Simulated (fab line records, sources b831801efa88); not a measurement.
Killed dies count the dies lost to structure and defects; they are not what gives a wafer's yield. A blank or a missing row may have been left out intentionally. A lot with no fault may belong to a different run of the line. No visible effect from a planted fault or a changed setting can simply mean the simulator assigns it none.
Which tool did it? -- flow sky130 -- 6 lots, 18 wafers sampled, at 2 steps of a route of 708

WHAT THE GAUGES READ, wafer by wafer
SKY_RES_XHIGH_TW_MEAS_09.
lot,measured,on,RES_XHIGH_TW
L562,day 28 01:47,filmMetro-04,1654 1657 1667
L564,day 29 03:04,filmMetro-04,1637 1641 1644
L566,day 29 09:19,filmMetro-01,1628 1623 1630
L574,day 32 03:55,filmMetro-02,1662 1659 1669
L576,day 32 22:31,filmMetro-04,1651 1647 1649
L579,day 33 09:17,filmMetro-04,1646 1649 1640

WHAT TOOL EACH LOT RAN ON (gives the tool, then ch and the chambers of the sampled wafers, and finally the start)
lot,SKY_POLY_CUT_ETCH_10
L562,"rieDiel-04 ch 0,3, day 25 12:51"
L564,"rieDiel-04 ch 2,3, day 26 15:10"
L566,"rieDiel-02 ch 0,2,3, day 26 21:30"
L574,"rieDiel-04 ch 0,1, day 29 19:33"
L576,"rieDiel-04 ch 0,1,2, day 30 12:28"
L579,"rieDiel-04 ch 0,2,3, day 30 23:58"
- SKY_POLY_CUT_ETCH_10: etches BARC in N2/H2, stops on SiO2, time 45.9 s, target depth 60 nm.

THE ANSWER, worked out from the rows above alone
Rule: usual is defined by the lots themselves. Put in order of their means at a reading, lots are off if they are a third of the lots or fewer, leave a main group of 4 or more, and stand apart from it by a gap of 3 or more times the standard deviation of the main group's means; of several such gaps the widest counts. A main group whose means are all the same, to the digits that the tables above print for the reading, isn't used. Also off: a lot with no number at a reading for which 4 or more lots have one. The other lots that the step has rows for count as sound.
Across all readings shown, no lot is off: no conclusion can be drawn from this.

WHAT THE SIMULATOR HAD PUT IN
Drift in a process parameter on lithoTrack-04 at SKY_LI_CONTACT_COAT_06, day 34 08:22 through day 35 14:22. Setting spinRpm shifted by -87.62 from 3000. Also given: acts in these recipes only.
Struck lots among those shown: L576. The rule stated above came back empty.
